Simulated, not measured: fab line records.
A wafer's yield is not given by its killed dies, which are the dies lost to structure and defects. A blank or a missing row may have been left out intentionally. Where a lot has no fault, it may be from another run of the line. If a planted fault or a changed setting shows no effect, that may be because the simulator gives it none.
A sampling plan put to the test | flow sky130 | 53 faults told of in these records, all on one fab line, each judged by the records of the lots it struck
What counts as the plan is the set of the line's own looks, namely the steps on the route at which a gauge or an inspection reads a wafer and does not change it. A look is open to judgement when struck wafers have a number at it and the file gives its usual mean and standard deviation on fault-free wafers. Caught: at a look after the fault's first step, the mean of the struck wafers lies 4 or more of those standard deviations (sigma) from the usual mean. On the tool: the identical test, applied to the tool's own readings at the steps of the fault. Another recipe on the struck wafers, or a record that is blank for them alone, also counts as caught.

## THE FAULTS, as the simulator had put them in
1. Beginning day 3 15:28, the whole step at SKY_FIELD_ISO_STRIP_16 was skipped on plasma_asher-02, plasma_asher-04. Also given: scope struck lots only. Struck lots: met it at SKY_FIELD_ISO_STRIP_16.
2. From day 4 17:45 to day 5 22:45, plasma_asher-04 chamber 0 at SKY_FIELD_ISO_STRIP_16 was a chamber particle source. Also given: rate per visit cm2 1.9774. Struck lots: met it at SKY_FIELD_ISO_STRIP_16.
3. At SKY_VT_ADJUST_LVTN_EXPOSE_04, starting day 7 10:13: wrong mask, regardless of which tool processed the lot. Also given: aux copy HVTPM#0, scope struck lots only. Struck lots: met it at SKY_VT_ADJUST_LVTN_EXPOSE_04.
4. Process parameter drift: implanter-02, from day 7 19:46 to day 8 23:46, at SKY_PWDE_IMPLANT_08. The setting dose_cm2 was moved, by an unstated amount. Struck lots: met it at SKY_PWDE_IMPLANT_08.
5. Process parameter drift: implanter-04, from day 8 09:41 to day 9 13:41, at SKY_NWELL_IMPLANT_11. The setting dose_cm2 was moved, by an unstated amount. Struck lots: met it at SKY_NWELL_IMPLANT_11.
6. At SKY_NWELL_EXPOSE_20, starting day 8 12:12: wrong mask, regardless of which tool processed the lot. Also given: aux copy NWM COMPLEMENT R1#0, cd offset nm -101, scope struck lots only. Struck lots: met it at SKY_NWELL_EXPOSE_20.
7. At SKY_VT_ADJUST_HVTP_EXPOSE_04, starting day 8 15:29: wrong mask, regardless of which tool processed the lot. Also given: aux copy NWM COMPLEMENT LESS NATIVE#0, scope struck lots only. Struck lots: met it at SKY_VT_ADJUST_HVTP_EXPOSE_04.
8. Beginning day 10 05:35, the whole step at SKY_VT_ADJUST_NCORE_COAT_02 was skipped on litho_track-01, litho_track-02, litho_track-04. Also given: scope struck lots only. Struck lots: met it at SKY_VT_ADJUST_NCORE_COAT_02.
9. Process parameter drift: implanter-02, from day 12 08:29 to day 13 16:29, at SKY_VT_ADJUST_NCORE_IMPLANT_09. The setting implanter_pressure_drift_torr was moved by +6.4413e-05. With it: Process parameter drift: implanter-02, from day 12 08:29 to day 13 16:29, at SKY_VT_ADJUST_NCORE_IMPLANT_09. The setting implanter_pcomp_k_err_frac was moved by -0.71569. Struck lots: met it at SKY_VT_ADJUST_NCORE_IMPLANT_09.
10. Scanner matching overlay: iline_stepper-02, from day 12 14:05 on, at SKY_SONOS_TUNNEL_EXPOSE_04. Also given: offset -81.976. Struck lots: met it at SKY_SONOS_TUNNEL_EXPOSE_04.
11. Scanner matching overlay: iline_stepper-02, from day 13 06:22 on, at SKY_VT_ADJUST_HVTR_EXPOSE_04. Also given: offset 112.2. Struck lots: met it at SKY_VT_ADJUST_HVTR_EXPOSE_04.
12. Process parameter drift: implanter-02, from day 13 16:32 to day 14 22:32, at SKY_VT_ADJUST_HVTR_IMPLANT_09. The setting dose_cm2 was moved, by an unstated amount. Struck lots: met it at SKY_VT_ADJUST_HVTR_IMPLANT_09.
13. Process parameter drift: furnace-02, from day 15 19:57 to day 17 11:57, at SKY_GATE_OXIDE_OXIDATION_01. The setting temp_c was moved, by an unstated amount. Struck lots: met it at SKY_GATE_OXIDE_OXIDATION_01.
14. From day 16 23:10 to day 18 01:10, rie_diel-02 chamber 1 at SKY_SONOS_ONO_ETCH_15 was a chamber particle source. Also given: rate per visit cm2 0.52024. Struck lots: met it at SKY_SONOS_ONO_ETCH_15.
15. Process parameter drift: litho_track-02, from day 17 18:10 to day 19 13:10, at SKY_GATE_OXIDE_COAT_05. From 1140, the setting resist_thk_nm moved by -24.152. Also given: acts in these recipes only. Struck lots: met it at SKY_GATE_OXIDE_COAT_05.
16. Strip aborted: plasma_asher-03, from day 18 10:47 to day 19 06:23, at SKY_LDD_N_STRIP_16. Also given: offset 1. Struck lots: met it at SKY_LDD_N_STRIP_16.
17. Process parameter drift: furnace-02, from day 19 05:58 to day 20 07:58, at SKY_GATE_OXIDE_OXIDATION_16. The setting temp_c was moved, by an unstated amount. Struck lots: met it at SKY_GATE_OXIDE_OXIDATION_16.
18. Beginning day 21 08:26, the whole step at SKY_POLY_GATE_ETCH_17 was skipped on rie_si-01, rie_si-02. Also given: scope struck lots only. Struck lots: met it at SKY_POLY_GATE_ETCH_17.
19. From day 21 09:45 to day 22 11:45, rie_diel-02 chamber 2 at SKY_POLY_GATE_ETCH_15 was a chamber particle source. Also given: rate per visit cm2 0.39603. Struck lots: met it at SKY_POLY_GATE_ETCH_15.
20. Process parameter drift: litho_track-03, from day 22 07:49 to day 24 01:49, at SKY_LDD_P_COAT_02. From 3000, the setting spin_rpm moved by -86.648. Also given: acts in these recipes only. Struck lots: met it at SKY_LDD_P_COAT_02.
21. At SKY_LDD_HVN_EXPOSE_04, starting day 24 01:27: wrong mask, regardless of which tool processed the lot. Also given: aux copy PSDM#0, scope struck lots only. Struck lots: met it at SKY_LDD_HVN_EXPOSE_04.
22. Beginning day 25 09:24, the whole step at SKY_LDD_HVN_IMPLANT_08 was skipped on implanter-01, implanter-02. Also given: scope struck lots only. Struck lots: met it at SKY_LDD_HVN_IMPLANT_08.
23. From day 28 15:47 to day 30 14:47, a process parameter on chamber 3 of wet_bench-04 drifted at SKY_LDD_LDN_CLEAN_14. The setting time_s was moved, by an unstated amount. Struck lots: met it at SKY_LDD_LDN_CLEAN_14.
24. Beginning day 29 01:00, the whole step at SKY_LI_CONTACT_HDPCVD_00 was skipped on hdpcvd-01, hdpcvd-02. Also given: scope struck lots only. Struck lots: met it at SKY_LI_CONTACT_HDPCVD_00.
25. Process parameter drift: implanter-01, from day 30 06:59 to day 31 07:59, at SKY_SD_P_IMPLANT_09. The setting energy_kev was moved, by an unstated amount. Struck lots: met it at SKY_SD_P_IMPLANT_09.
26. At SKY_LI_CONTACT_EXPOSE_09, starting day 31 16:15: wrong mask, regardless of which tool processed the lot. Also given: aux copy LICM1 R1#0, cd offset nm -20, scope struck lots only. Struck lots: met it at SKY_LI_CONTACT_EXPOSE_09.
27. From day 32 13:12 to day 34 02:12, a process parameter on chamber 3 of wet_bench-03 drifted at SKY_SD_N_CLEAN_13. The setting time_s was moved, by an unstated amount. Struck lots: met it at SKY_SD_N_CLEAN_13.
28. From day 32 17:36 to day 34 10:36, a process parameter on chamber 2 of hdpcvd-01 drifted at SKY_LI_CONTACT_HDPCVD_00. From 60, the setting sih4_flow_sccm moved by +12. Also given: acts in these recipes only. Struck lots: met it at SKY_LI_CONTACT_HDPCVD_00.
29. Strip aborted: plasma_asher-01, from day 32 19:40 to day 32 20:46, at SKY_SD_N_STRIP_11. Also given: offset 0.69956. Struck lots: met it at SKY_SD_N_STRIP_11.
30. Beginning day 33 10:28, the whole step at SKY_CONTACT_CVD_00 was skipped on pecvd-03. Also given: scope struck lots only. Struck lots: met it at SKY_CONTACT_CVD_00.
31. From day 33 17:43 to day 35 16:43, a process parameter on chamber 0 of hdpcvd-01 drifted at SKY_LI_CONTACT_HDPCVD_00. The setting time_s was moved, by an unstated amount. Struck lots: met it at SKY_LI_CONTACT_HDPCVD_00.
32. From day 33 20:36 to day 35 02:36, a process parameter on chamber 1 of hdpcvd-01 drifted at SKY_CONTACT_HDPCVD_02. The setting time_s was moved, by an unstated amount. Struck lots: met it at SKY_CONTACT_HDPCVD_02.
33. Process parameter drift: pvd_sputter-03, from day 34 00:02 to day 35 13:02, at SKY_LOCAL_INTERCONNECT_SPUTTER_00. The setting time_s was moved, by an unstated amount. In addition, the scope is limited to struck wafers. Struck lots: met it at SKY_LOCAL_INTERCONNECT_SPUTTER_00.
34. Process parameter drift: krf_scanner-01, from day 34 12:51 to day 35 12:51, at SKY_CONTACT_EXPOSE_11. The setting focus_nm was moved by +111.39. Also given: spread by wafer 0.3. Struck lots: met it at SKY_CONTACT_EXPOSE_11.
35. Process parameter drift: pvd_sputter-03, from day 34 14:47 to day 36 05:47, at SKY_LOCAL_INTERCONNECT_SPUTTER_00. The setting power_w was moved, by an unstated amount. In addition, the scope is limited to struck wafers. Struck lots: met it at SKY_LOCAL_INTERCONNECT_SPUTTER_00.
36. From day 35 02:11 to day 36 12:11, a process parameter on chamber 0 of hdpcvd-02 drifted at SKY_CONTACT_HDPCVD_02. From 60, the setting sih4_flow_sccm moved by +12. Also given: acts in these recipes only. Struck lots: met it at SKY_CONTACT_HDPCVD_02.
37. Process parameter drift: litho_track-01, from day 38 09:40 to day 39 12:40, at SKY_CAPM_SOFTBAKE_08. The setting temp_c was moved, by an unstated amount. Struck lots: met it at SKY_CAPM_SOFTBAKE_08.
38. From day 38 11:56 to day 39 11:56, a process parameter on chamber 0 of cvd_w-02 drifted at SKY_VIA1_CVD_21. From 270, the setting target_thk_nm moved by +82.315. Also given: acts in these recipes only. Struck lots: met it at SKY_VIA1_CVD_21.
39. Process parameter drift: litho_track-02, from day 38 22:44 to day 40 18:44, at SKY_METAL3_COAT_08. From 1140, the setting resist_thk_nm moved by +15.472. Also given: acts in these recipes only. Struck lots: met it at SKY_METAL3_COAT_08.
40. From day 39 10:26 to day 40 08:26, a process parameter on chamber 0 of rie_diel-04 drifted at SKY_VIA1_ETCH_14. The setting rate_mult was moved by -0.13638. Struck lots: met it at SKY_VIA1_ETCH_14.
41. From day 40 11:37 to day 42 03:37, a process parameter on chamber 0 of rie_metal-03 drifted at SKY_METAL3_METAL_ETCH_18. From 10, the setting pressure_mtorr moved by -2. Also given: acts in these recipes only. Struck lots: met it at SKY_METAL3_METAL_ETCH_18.
42. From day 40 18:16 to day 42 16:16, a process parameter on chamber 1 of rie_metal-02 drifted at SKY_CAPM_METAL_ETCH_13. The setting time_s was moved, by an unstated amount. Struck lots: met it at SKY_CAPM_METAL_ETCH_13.
43. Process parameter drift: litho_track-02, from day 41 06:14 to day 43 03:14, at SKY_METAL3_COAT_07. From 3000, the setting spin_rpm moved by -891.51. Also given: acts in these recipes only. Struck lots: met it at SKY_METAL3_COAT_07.
44. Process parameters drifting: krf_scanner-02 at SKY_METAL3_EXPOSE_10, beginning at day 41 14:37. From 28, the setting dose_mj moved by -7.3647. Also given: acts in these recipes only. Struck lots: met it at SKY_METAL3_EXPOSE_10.
45. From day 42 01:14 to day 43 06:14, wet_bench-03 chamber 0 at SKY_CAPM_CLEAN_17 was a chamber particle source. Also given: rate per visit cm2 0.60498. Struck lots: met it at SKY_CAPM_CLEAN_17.
46. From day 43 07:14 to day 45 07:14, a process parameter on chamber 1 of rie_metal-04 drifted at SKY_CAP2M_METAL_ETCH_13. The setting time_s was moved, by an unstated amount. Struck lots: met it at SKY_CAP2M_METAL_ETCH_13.
47. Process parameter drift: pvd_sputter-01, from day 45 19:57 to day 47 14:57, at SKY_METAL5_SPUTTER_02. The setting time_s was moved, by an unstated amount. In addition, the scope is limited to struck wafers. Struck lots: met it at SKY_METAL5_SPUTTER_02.
48. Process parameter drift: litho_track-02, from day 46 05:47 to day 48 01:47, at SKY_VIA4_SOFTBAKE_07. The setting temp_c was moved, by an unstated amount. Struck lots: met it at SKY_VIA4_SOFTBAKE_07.
49. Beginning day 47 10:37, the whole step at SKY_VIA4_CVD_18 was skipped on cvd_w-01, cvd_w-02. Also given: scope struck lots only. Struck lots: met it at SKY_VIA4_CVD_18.
50. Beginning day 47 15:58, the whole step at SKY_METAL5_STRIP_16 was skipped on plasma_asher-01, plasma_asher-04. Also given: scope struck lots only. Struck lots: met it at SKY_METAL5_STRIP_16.
51. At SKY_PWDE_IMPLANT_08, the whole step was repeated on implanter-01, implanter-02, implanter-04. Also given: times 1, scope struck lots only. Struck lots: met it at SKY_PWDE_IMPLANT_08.
52. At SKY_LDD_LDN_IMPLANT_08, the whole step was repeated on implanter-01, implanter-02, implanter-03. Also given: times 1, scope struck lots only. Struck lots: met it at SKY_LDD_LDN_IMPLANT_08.
53. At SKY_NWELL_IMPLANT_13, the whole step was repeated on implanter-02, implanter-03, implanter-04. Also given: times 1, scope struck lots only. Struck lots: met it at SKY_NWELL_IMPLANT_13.

## WHAT THE PLAN SAW
fault | on the tool itself                               | first look that catches it                      | reading, sigma                  | median hours from its first step to that look | hours from the fault's start to the first struck lot there | judged looks passed uncaught
1     | the tool's record is blank for the struck wafers | no look after it can be judged                  | -                               | -                                             | -                                                          | 0
2     | under 2 sigma                                    | not the one look that can be judged after it    | -                               | -                                             | -                                                          | 1
3     | no reading that can be judged                    | SKY_VT_ADJUST_LVTN_TW_MEAS_10                   | VT_ADJUST_LVTN_TW -81           | 10.1                                          | 13                                                         | 0
4     | dose_ions_cm2 -99 or beyond sigma                | SKY_PWDE_TW_MEAS_10                             | PWDE_TW -19                     | 0.2                                           | 4                                                          | 0
5     | dose_ions_cm2 +99 or beyond sigma                | SKY_NWELL_TW_MEAS_15                            | NWELL_TW +8.9                   | 0.5                                           | 4                                                          | 0
6     | under 2 sigma                                    | no look after it can be judged                  | -                               | -                                             | -                                                          | 0
7     | no reading that can be judged                    | SKY_VT_ADJUST_HVTP_TW_MEAS_11                   | VT_ADJUST_HVTP_TW -99 or beyond | 10.4                                          | 13                                                         | 0
8     | the tool's record is blank for the struck wafers | SKY_VT_ADJUST_HVTR_TW_MEAS_11                   | VT_ADJUST_HVTR_TW +17           | 35.6                                          | 41                                                         | 0
9     | end_station_pressure_torr +99 or beyond sigma    | SKY_VT_ADJUST_NCORE_TW_MEAS_11                  | VT_ADJUST_NCORE_TW +4.3         | 0.2                                           | 9                                                          | 0
10    | no reading that can be judged                    | SKY_SONOS_TUNNEL_OVL_MEAS_08                    | SONOS_TUNNEL_OVL -48            | 13.2                                          | 36                                                         | 0
11    | under 2 sigma                                    | SKY_VT_ADJUST_HVTR_OVL_MEAS_08                  | VT_ADJUST_HVTR_OVL +86          | 13.0                                          | 17                                                         | 0
12    | dose_ions_cm2 -99 or beyond sigma                | SKY_VT_ADJUST_HVTR_TW_MEAS_11                   | VT_ADJUST_HVTR_TW -32           | 0.2                                           | 2                                                          | 0
13    | tube_center_temp_C -99 or beyond sigma           | SKY_GATE_OXIDE_THK_MEAS_02                      | GATE_OXIDE_OXIDATION_00_THK -15 | 1.4                                           | 24                                                         | 0
14    | only faintly: drypump_motor_current_A -2.1 sigma | no look after it can be judged                  | -                               | -                                             | -                                                          | 0
15    | under 2 sigma                                    | not the one look that can be judged after it    | -                               | -                                             | -                                                          | 1
16    | oes_product_au +53 sigma                         | SKY_LDD_P_TW_MEAS_11                            | LDD_P_TW -83                    | 29.1                                          | 49                                                         | 0
17    | tube_center_temp_C +69 sigma                     | no look after it can be judged                  | -                               | -                                             | -                                                          | 0
18    | the tool's record is blank for the struck wafers | not the one look that can be judged after it    | -                               | -                                             | -                                                          | 1
19    | under 2 sigma                                    | not the one look that can be judged after it    | -                               | -                                             | -                                                          | 1
20    | spin_speed_rpm -43 sigma                         | no look after it can be judged                  | -                               | -                                             | -                                                          | 0
21    | under 2 sigma                                    | SKY_LDD_HVN_TW_MEAS_10                          | LDD_HVN_TW -99 or beyond        | 15.3                                          | 29                                                         | 0
22    | the tool's record is blank for the struck wafers | SKY_LDD_HVN_TW_MEAS_10                          | LDD_HVN_TW -99 or beyond        | 0.2                                           | 2                                                          | 0
23    | run_length_s -23 sigma                           | no look after it can be judged                  | -                               | -                                             | -                                                          | 0
24    | the tool's record is blank for the struck wafers | SKY_LI_CONTACT_BOW_MEAS_03                      | LI_CONTACT_BOW -4.8             | 0.5                                           | 8                                                          | 0
25    | beam_energy_keV -99 or beyond sigma              | SKY_SD_N_RS_MEAS_17                             | SD_P_RS +9.0                    | 55.1                                          | 59                                                         | 1
26    | no reading that can be judged                    | SKY_LI_CONTACT_CD_MEAS_12                       | cd_nm -12                       | 13.0                                          | 24                                                         | 0
27    | run_length_s -30 sigma                           | no look after it can be judged                  | -                               | -                                             | -                                                          | 0
28    | sih4_flow_sccm +69 sigma                         | SKY_LI_CONTACT_THK_MEAS_01                      | LI_CONTACT_HDPCVD_THK +16       | 0.1                                           | 4                                                          | 0
29    | oes_product_au -42 sigma                         | not the one look that can be judged after it    | -                               | -                                             | -                                                          | 1
30    | the tool's record is blank for the struck wafers | no look after it can be judged                  | -                               | -                                             | -                                                          | 0
31    | run_length_s +57 sigma                           | SKY_LI_CONTACT_THK_MEAS_01                      | LI_CONTACT_HDPCVD_THK +17       | 0.1                                           | 4                                                          | 0
32    | run_length_s +16 sigma                           | SKY_CONTACT_THK_MEAS_03                         | CONTACT_HDPCVD_THK +9.5         | 0.1                                           | 26                                                         | 0
33    | under 2 sigma                                    | SKY_LOCAL_INTERCONNECT_RS_MEAS_01               | LOCAL_INTERCONNECT_TIN_RS -16   | 0.1                                           | 2                                                          | 0
34    | no reading that can be judged                    | SKY_CONTACT_CD_MEAS_14                          | cd_nm -4.1                      | 13.3                                          | 35                                                         | 0
35    | cathode_dc_power_W +99 or beyond sigma           | SKY_LOCAL_INTERCONNECT_RS_MEAS_01               | LOCAL_INTERCONNECT_TIN_RS -4.3  | 0.1                                           | 13                                                         | 0
36    | sih4_flow_sccm +70 sigma                         | SKY_CONTACT_THK_MEAS_03                         | CONTACT_HDPCVD_THK +19          | 0.1                                           | 27                                                         | 0
37    | heater_power_total_W +99 or beyond sigma         | no look after it can be judged                  | -                               | -                                             | -                                                          | 0
38    | under 2 sigma                                    | SKY_VIA1_RS_MEAS_22                             | VIA1_W_RS -20                   | 0.1                                           | 0                                                          | 0
39    | under 2 sigma                                    | none of the 2 looks that can be judged after it | -                               | -                                             | -                                                          | 2
40    | under 2 sigma                                    | no look after it can be judged                  | -                               | -                                             | -                                                          | 0
41    | chamber_pressure_mTorr -99 or beyond sigma       | no look after it can be judged                  | -                               | -                                             | -                                                          | 0
42    | run_length_s -10 sigma                           | no look after it can be judged                  | -                               | -                                             | -                                                          | 0
43    | spin_speed_rpm -99 or beyond sigma               | not the one look that can be judged after it    | -                               | -                                             | -                                                          | 1
44    | exposure_dose_mJ_cm2 -99 or beyond sigma         | SKY_METAL3_CD_MEAS_13                           | cd_nm +33                       | 11.9                                          | 24                                                         | 0
45    | no reading that can be judged                    | not the one look that can be judged after it    | -                               | -                                             | -                                                          | 1
46    | run_length_s -10 sigma                           | no look after it can be judged                  | -                               | -                                             | -                                                          | 0
47    | only faintly: throttle_valve_pct +2.3 sigma      | SKY_METAL5_RS_MEAS_05                           | METAL5_ALCU_RS +10              | 0.1                                           | 18                                                         | 0
48    | heater_power_total_W +41 sigma                   | not the one look that can be judged after it    | -                               | -                                             | -                                                          | 1
49    | the tool's record is blank for the struck wafers | SKY_VIA4_RS_MEAS_19                             | VIA4_W_RS +99 or beyond         | 0.3                                           | 4                                                          | 0
50    | no reading that can be judged                    | no look after it can be judged                  | -                               | -                                             | -                                                          | 0
51    | no reading that can be judged                    | SKY_PWDE_TW_MEAS_10                             | PWDE_TW +19                     | 0.9                                           | -                                                          | 0
52    | no reading that can be judged                    | SKY_LDD_LDN_TW_MEAS_13                          | LDD_LDN_TW +9.7                 | 1.1                                           | -                                                          | 0
53    | under 2 sigma                                    | SKY_NWELL_RS_MEAS_29                            | NWELL_RS -9.2                   | 21.1                                          | -                                                          | 0
A dash: the fault isn't caught, or these records don't give the number.

Caught at a look: 30 of 53. Caught on the tool: 31 of 53. By one or the other: 44 of 53.
Faults 1, 17, 18, 20, 23, 27, 29, 30, 37, 41, 42, 43, 46, 48 were caught on the tool alone.
Caught at a look alone: faults 3, 7, 10, 11, 21, 26, 33, 34, 38, 47, 51, 52, 53.
Caught by neither: faults 2, 6, 14, 15, 19, 39, 40, 45, 50.

## THINNER SAMPLING
Were the look that catches a fault to measure just every second or every third lot (counted by lot number), the first struck lot would, at worst, be measured this late:
fault | struck lots at that look, in order of time | every lot | every second lot | every third lot
3     | L308                                       | 13 h      | may miss it      | may miss it
4     | L130, L133                                 | 4 h       | 16 h             | may miss all 2
5     | L553, L556                                 | 4 h       | 20 h             | may miss all 2
7     | L807                                       | 13 h      | may miss it      | may miss it
8     | L453, L454, L456                           | 41 h      | 52 h             | may miss all 3
9     | L429, L431, L433                           | 9 h       | may miss all 3   | 24 h
10    | L738, L739, L741, L742                     | 36 h      | 47 h             | may miss all 4
11    | L193, L194, L195, L197                     | 17 h      | 21 h             | 29 h
12    | L523, L526                                 | 2 h       | 11 h             | may miss all 2
13    | L714, L716                                 | 24 h      | may miss all 2   | may miss all 2
16    | L577                                       | 49 h      | may miss it      | may miss it
21    | L769                                       | 29 h      | may miss it      | may miss it
22    | L615, L614                                 | 2 h       | 3 h              | may miss all 2
24    | L722, L723, L724                           | 8 h       | 8 h              | 19 h
25    | L698, L701                                 | 59 h      | 69 h             | may miss all 2
26    | L846                                       | 24 h      | may miss it      | may miss it
28    | L376                                       | 4 h       | may miss it      | may miss it
31    | L490                                       | 4 h       | may miss it      | may miss it
32    | L294, L296                                 | 26 h      | may miss all 2   | may miss all 2
33    | L753, L756                                 | 2 h       | 27 h             | may miss all 2
34    | L852                                       | 35 h      | may miss it      | may miss it
35    | L748, L751                                 | 13 h      | 26 h             | may miss all 2
36    | L225                                       | 27 h      | may miss it      | may miss it
38    | L409, L408                                 | 0 h       | 3 h              | may miss all 2
44    | L222, L224, L226, L228                     | 24 h      | may miss all 4   | 27 h
47    | L104, L109                                 | 18 h      | 25 h             | may miss all 2
49    | L646, L645, L647                           | 4 h       | 8 h              | 10 h
Hours are from the fault's start to the first struck lot that is measured. The test against the limit of 4 sigma pooled every struck wafer, which means one lot taken alone may stay below that limit. Other struck lots may not be in these records.

## THE LONGEST TIMED WAY FROM STEP TO LOOK
For fault 25, SKY_SD_P_IMPLANT_09 and SKY_SD_N_RS_MEAS_17 are separated by a median of 55.1 hours. The look between them that can be judged stayed within 4 sigma: SKY_SD_P_TW_MEAS_11.
